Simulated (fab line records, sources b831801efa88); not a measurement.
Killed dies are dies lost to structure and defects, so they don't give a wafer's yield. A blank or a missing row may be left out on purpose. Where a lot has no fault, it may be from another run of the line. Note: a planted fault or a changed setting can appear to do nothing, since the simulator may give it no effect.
fab line records | flow sky130
[record] lots = 14 | wafers = 40 | last_day = 50
route steps=708 shown RES_PROTECT@215 LDD_LDN@296 POLY_CUT@312 PAD_OPEN@708
lots with no fault: from the same line, run without faults
start_h: start of the lot's first displayed wafer, in hours after the record's first day | wait_h: hours from the lot's prior step to this one | " repeats the value in the row above | L1.1+2: several wafers, shown together as one row | - value missing, or start not given | * or withheld: withheld | < > ~ a bound
route shown NAME@n: NAME is a module with steps in the file, n the number in the route of the first one | usual: mean/standard deviation of fault-free wafers | same: alike in all rows | chamber/n: place in a boat | sites: each site's reading | _std_site: the values' standard deviation | _edge_site: inner sites' mean taken away from outer sites' mean | radius_mm: how far each site lies from the wafer's centre | mask NAME#n: copy n | behind: the tool/chamber that last shaped the wafer | hold: why the lot went on hold/how many hours it stayed there/how the hold came to an end | device: transistor that didn't switch, given as n, p or np | end of line: the tests these same wafers got at the end of their route | a step given without rows: its recipe and nothing more | killed: dies that structure and defects cost at the first sort, which is not the same as the wafer's yield | map: shows each die of a wafer: x if killed, . if not, _ if none is there
set.NAME: setting as actually run; set.NAME@STEP: the setting as run at that earlier step | model.NAME: the simulator's own value behind a step, which no gauge read
route steps across a sampled set of lots; one table per step, one row per wafer
services: from which hour (start_h, from the record's first day; less than 0 if before it) a tool's chamber was out of use, for how many hours, and why
[[steps]]
[step SKY_RES_PROTECT_TW_MEAS_08]
[usual] POLY_GATE_TW = 4026/35
lot.wafer | tool          | chamber | start_h | wait_h | POLY_GATE_TW
L433.1    | film_metro-03 | -       | 334.29  | 0.1    | 3973
L433.4    | "             | -       | "       | "      | 3991
L433.5    | "             | -       | "       | "      | 3988
L434.1    | film_metro-04 | -       | 344.01  | 0.1    | 4060
L434.5    | "             | -       | "       | "      | 4061
L434.6    | "             | -       | "       | "      | 4075
L435.4    | film_metro-03 | -       | 350.34  | 0.1    | 3960
L435.5    | "             | -       | "       | "      | 3969
L435.6    | "             | -       | "       | "      | 3958
L436.4    | film_metro-04 | -       | 356.07  | 0.1    | 4058
L436.5    | "             | -       | "       | "      | 4068
L436.6    | "             | -       | "       | "      | 4053
L437.3    | film_metro-04 | -       | 367.39  | 0.1    | 4029
L437.5    | "             | -       | "       | "      | 4029
L437.6    | "             | -       | "       | "      | 4031
L439.3    | film_metro-02 | -       | 409.29  | 0.1    | 4015
L439.4    | "             | -       | "       | "      | 4032
L439.5    | "             | -       | "       | "      | 4045
L442.2    | film_metro-02 | -       | 415.83  | 0.1    | 4009
L442.4    | "             | -       | "       | "      | 4014
L442.6    | "             | -       | "       | "      | 4015
L443.3    | film_metro-03 | -       | 425.21  | 0.1    | 3992
L443.6    | "             | -       | "       | "      | 4017
L446.5    | film_metro-04 | -       | 451.51  | 0.0    | 4065
L446.6    | "             | -       | "       | "      | 4067
L452.2    | film_metro-02 | -       | 512.67  | 0.1    | 4026
L452.4    | "             | -       | "       | "      | 4041
L452.6    | "             | -       | "       | "      | 4001
L453.1    | film_metro-03 | -       | 516.57  | 0.1    | 3972
L453.3    | "             | -       | "       | "      | 3991
L453.5    | "             | -       | "       | "      | 3975
L454.1    | film_metro-03 | -       | 527.22  | 0.1    | 3999
L454.3    | "             | -       | "       | "      | 3979
L454.6    | "             | -       | "       | "      | 3977
L455.2    | film_metro-02 | -       | 528.30  | 0.1    | 4034
L455.4    | "             | -       | "       | "      | 4054
L455.6    | "             | -       | "       | "      | 4045
L456.1    | film_metro-02 | -       | 530.27  | 0.1    | 4023
L456.3    | "             | -       | "       | "      | 4020
L456.6    | "             | -       | "       | "      | 4025
[step SKY_LDD_LDN_OVL_MEAS_07]
[usual] LDD_LDN_OVL = 0.4/1.2
lot.wafer | tool       | chamber | start_h | wait_h | LDD_LDN_OVL[nm]
L433.1    | overlay-01 | -       | 514.03  | 0.1    | 0.0
L433.4    | "          | -       | "       | "      | -2.1
L433.5    | "          | -       | "       | "      | -2.1
L434.1    | overlay-02 | -       | 525.67  | 0.1    | 0.5
L434.5    | "          | -       | "       | "      | 1.4
L434.6    | "          | -       | "       | "      | 1.1
L435.4    | overlay-02 | -       | 531.72  | 0.1    | 0.2
L435.5    | "          | -       | "       | "      | 0.7
L435.6    | "          | -       | "       | "      | 1.2
L436.4    | overlay-02 | -       | 540.44  | 0.1    | 0.1
L436.5    | "          | -       | "       | "      | 0.6
L436.6    | "          | -       | "       | "      | 2.9
L437.3    | overlay-01 | -       | 554.02  | 0.1    | 0.4
L437.5    | "          | -       | "       | "      | 0.0
L437.6    | "          | -       | "       | "      | 0.0
L439.3    | overlay-02 | -       | 598.68  | 0.1    | 0.5
L439.4    | "          | -       | "       | "      | 0.3
L439.5    | "          | -       | "       | "      | -0.4
L442.2    | overlay-02 | -       | 605.04  | 0.1    | -1.6
L442.4    | "          | -       | "       | "      | -1.5
L442.6    | "          | -       | "       | "      | 0.2
L443.3    | overlay-02 | -       | 617.13  | 0.1    | 1.4
L443.6    | "          | -       | "       | "      | 1.1
L446.5    | overlay-01 | -       | 636.30  | 0.0    | 1.2
L446.6    | "          | -       | "       | "      | 1.2
L452.2    | overlay-02 | -       | 694.31  | 0.1    | 1.6
L452.4    | "          | -       | "       | "      | -1.5
L452.6    | "          | -       | "       | "      | 0.7
L453.1    | overlay-02 | -       | 697.86  | 0.1    | 2.2
L453.3    | "          | -       | "       | "      | 1.7
L453.5    | "          | -       | "       | "      | 2.0
L454.1    | overlay-01 | -       | 707.51  | 0.1    | -2.0
L454.3    | "          | -       | "       | "      | -0.3
L454.6    | "          | -       | "       | "      | -1.0
L455.2    | overlay-01 | -       | 708.19  | 0.1    | -0.1
L455.4    | "          | -       | "       | "      | -0.2
L455.6    | "          | -       | "       | "      | -0.6
L456.1    | overlay-02 | -       | 711.17  | 0.1    | 1.4
L456.3    | "          | -       | "       | "      | 2.5
L456.6    | "          | -       | "       | "      | 0.4
[step SKY_POLY_CUT_EXPOSE_05]
[recipe] mask_id = NPCM | na = 0.8 | source_shape = annular | sigma_inner = 0.55 | sigma_outer = 0.85 | target_cd_nm = 270 | dose_mj = 32
[usual] stage_vel_mm_s = 500.01/0.23
lot.wafer | tool           | chamber | start_h | wait_h | mask   | stage_vel_mm_s
L433.1    | krf_scanner-01 | 0       | 531.54  | -      | NPCM#0 | 499.93
L433.4    | "              | 0       | "       | "      | NPCM#0 | 499.95
L433.5    | "              | 0       | "       | "      | NPCM#0 | 499.91
L434.1    | krf_scanner-01 | 0       | 543.03  | -      | NPCM#0 | 499.75
L434.5    | "              | 0       | "       | "      | NPCM#0 | 500.05
L434.6    | "              | 0       | "       | "      | NPCM#0 | 499.73
L435.4    | krf_scanner-02 | 0       | 549.67  | -      | NPCM#0 | 500.12
L435.5    | "              | 0       | "       | "      | NPCM#0 | 499.85
L435.6    | "              | 0       | "       | "      | NPCM#0 | 499.92
L436.4    | krf_scanner-02 | 0       | 558.61  | -      | NPCM#0 | 500.43
L436.5    | "              | 0       | "       | "      | NPCM#0 | 500.43
L436.6    | "              | 0       | "       | "      | NPCM#0 | 500.42
L437.3    | krf_scanner-02 | 0       | 571.40  | -      | NPCM#0 | 499.65
L437.5    | "              | 0       | "       | "      | NPCM#0 | 500.28
L437.6    | "              | 0       | "       | "      | NPCM#0 | 499.67
L439.3    | krf_scanner-01 | 0       | 615.74  | -      | NPCM#0 | 499.55
L439.4    | "              | 0       | "       | "      | NPCM#0 | 499.95
L439.5    | "              | 0       | "       | "      | NPCM#0 | 499.79
L442.2    | krf_scanner-01 | 0       | 622.68  | -      | NPCM#0 | 499.92
L442.4    | "              | 0       | "       | "      | NPCM#0 | 499.85
L442.6    | "              | 0       | "       | "      | NPCM#0 | 500.04
L443.3    | krf_scanner-02 | 0       | 633.39  | -      | NPCM#0 | 499.97
L443.6    | "              | 0       | "       | "      | NPCM#0 | 500.24
L446.5    | krf_scanner-02 | 0       | 652.98  | -      | NPCM#0 | 500.02
L446.6    | "              | 0       | "       | "      | NPCM#0 | 500.28
L452.2    | krf_scanner-02 | 0       | 710.36  | -      | NPCM#0 | 499.70
L452.4    | "              | 0       | "       | "      | NPCM#0 | 499.92
L452.6    | "              | 0       | "       | "      | NPCM#0 | 499.72
L453.1    | krf_scanner-02 | 0       | 715.74  | -      | NPCM#0 | 500.00
L453.3    | "              | 0       | "       | "      | NPCM#0 | 500.05
L453.5    | "              | 0       | "       | "      | NPCM#0 | 499.77
L454.1    | krf_scanner-01 | 0       | 723.23  | -      | NPCM#0 | 500.15
L454.3    | "              | 0       | "       | "      | NPCM#0 | 500.13
L454.6    | "              | 0       | "       | "      | NPCM#0 | 500.21
L455.2    | krf_scanner-01 | 0       | 724.73  | -      | NPCM#0 | 500.13
L455.4    | "              | 0       | "       | "      | NPCM#0 | 500.05
L455.6    | "              | 0       | "       | "      | NPCM#0 | 500.20
L456.1    | krf_scanner-01 | 0       | 727.34  | -      | NPCM#0 | 499.97
L456.3    | "              | 0       | "       | "      | NPCM#0 | 499.87
L456.6    | "              | 0       | "       | "      | NPCM#0 | 499.94
[step SKY_POLY_CUT_CD_MEAS_08]
[recipe] target_cd_nm = 270
[usual] cd_nm = 269.6/1.2
lot.wafer | tool      | chamber | start_h | wait_h | cd_nm
L433.1    | cd_sem-02 | -       | 546.51  | -      | 270.8
L433.4    | "         | -       | "       | "      | 271.8
L433.5    | "         | -       | "       | "      | 271.2
L434.1    | cd_sem-02 | -       | 558.03  | -      | 269.4
L434.5    | "         | -       | "       | "      | 269.0
L434.6    | "         | -       | "       | "      | 269.8
L435.4    | cd_sem-02 | -       | 564.29  | -      | 267.2
L435.5    | "         | -       | "       | "      | 268.6
L435.6    | "         | -       | "       | "      | 269.0
L436.4    | cd_sem-01 | -       | 573.80  | -      | 270.8
L436.5    | "         | -       | "       | "      | 268.4
L436.6    | "         | -       | "       | "      | 269.3
L437.3    | cd_sem-02 | -       | 586.02  | -      | 270.2
L437.5    | "         | -       | "       | "      | 267.5
L437.6    | "         | -       | "       | "      | 268.9
L439.3    | cd_sem-01 | -       | 629.95  | -      | 269.5
L439.4    | "         | -       | "       | "      | 269.8
L439.5    | "         | -       | "       | "      | 270.5
L442.2    | cd_sem-01 | -       | 637.31  | -      | 269.1
L442.4    | "         | -       | "       | "      | 267.9
L442.6    | "         | -       | "       | "      | 268.1
L443.3    | cd_sem-01 | -       | 648.02  | -      | 270.3
L443.6    | "         | -       | "       | "      | 263.6
L446.5    | cd_sem-02 | -       | 667.44  | -      | 261.2
L446.6    | "         | -       | "       | "      | 261.8
L452.2    | cd_sem-02 | -       | 724.10  | -      | 270.3
L452.4    | "         | -       | "       | "      | 269.3
L452.6    | "         | -       | "       | "      | 269.4
L453.1    | cd_sem-01 | -       | 729.61  | -      | 270.7
L453.3    | "         | -       | "       | "      | 270.2
L453.5    | "         | -       | "       | "      | 270.9
L454.1    | cd_sem-02 | -       | 737.23  | -      | 268.9
L454.3    | "         | -       | "       | "      | 270.0
L454.6    | "         | -       | "       | "      | 267.6
L455.2    | cd_sem-02 | -       | 738.23  | -      | 269.1
L455.4    | "         | -       | "       | "      | 268.3
L455.6    | "         | -       | "       | "      | 269.0
L456.1    | cd_sem-01 | -       | 740.88  | -      | 269.6
L456.3    | "         | -       | "       | "      | 270.4
L456.6    | "         | -       | "       | "      | 268.9
[step SKY_POLY_CUT_OVL_MEAS_09]
[usual] POLY_CUT_OVL = -2/4.3
lot.wafer | tool       | chamber | start_h | wait_h | POLY_CUT_OVL[nm]
L433.1    | overlay-02 | -       | 546.63  | 0.1    | 0
L433.4    | "          | -       | "       | "      | 0
L433.5    | "          | -       | "       | "      | 2
L434.1    | overlay-02 | -       | 558.15  | 0.1    | 1
L434.5    | "          | -       | "       | "      | 3
L434.6    | "          | -       | "       | "      | 0
L435.4    | overlay-01 | -       | 564.37  | 0.1    | -2
L435.5    | "          | -       | "       | "      | -4
L435.6    | "          | -       | "       | "      | -1
L436.4    | overlay-02 | -       | 573.87  | 0.1    | -2
L436.5    | "          | -       | "       | "      | 2
L436.6    | "          | -       | "       | "      | -2
L437.3    | overlay-01 | -       | 586.11  | 0.1    | -1
L437.5    | "          | -       | "       | "      | 0
L437.6    | "          | -       | "       | "      | 3
L439.3    | overlay-01 | -       | 630.04  | 0.1    | 2
L439.4    | "          | -       | "       | "      | -1
L439.5    | "          | -       | "       | "      | 5
L442.2    | overlay-01 | -       | 637.41  | 0.1    | 6
L442.4    | "          | -       | "       | "      | 2
L442.6    | "          | -       | "       | "      | 1
L443.3    | overlay-02 | -       | 648.11  | 0.1    | -7
L443.6    | "          | -       | "       | "      | -6
L446.5    | overlay-02 | -       | 667.50  | 0.0    | -6
L446.6    | "          | -       | "       | "      | 2
L452.2    | overlay-01 | -       | 724.21  | 0.1    | -8
L452.4    | "          | -       | "       | "      | -2
L452.6    | "          | -       | "       | "      | 4
L453.1    | overlay-02 | -       | 729.73  | 0.1    | 1
L453.3    | "          | -       | "       | "      | -8
L453.5    | "          | -       | "       | "      | 4
L454.1    | overlay-01 | -       | 737.35  | 0.1    | -2
L454.3    | "          | -       | "       | "      | 2
L454.6    | "          | -       | "       | "      | -7
L455.2    | overlay-01 | -       | 738.33  | 0.1    | 0
L455.4    | "          | -       | "       | "      | -1
L455.6    | "          | -       | "       | "      | -5
L456.1    | overlay-02 | -       | 741.00  | 0.1    | 1
L456.3    | "          | -       | "       | "      | 1
L456.6    | "          | -       | "       | "      | 2
[step SKY_PAD_OPEN_PROBE_99]
[usual] killed_at_M0_to_M3 = 45/6.9 | killed_at_M4_up = 3.0/1.7 | killed_at_contacts = 25/5.6 | killed_at_front_end = 15/4.2 | killed_at_other = 0.3/0.55 | killed_dies = 89/9.6 | killed_open = 49/7.2 | killed_short = 39/6.5
[same] gross_dies = 492 | killed_at_back_side = 0
lot.wafer | tool      | chamber | start_h | wait_h | killed_at_M0_to_M3 | killed_at_M4_up | killed_at_contacts | killed_at_front_end | killed_at_other | killed_dies | killed_open | killed_short
L443.3    | prober-01 | -       | 1138.16 | 0.2    | 42                 | 2               | 24                 | 13                  | 0               | 81          | 46          | 34
// killed by level:class
L443.3 LI_CONTACT:geometric_particle:open=9 VIA3:geometric_particle:open=9 CONTACT:geometric_particle:open=8 METAL2:geometric_particle:short=6 VIA1:geometric_particle:short=6 VIA1:geometric_particle:open=6 FIELD_ISO:geometric_particle:short=5 METAL1:geometric_particle:short=5
[[services]]
tool           | chamber | start_h | hours | kind
krf_scanner-01 | -       | 508.11  | 2.1   | repair
krf_scanner-02 | -       | 508.48  | 0.6   | repair
krf_scanner-02 | -       | 517.61  | 0.8   | pm
krf_scanner-02 | 0       | 536.45  | -     | calibration
krf_scanner-02 | -       | 544.83  | 4.4   | pm
krf_scanner-01 | -       | 569.38  | 0.8   | pm
krf_scanner-02 | -       | 581.63  | 4.9   | repair
krf_scanner-02 | -       | 603.51  | 3.2   | repair
krf_scanner-02 | -       | 609.82  | 1.3   | pm
krf_scanner-01 | 0       | 617.14  | -     | calibration
krf_scanner-02 | -       | 636.40  | 1.0   | pm
krf_scanner-01 | -       | 646.76  | 1.0   | pm
krf_scanner-01 | -       | 673.43  | 35.9  | repair
krf_scanner-02 | 0       | 700.43  | -     | calibration
krf_scanner-01 | -       | 709.36  | 1.3   | pm
krf_scanner-02 | -       | 710.66  | 0.8   | pm
[[key]]
[first_sign] step = SKY_POLY_CUT_CD_MEAS_08 | reading = cd_nm | direction = down | sigmas = 6 | usual = 269.6 | struck = 262.2
effect none on later readings
met_at SKY_POLY_CUT_EXPOSE_05
struck_lots L443,L446
struck_wafers L443.6,L446.5,L446.6
tester_left_out L443,L446
not_acting_at SKY_RES_PROTECT_TW_MEAS_08,SKY_LDD_LDN_OVL_MEAS_07,SKY_POLY_CUT_OVL_MEAS_09
onset_between 571.40 633.39
[fault] kind = process_parameter_drift | tool = krf_scanner-02 | chamber = - | onset_h = 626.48 | steps = SKY_POLY_CUT_EXPOSE_05 | channel = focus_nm | offset = 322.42 | shape = step | end_h = 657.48 | scope = struck_wafers_only
// tester_left_out: of these lots the tester's yield and bins aren't shown, on N5 and GAA mostly nor the transistor test; their killed dies are dies lost to structure and defects alone, not to doping, threshold or leakage, so they don't give the yield
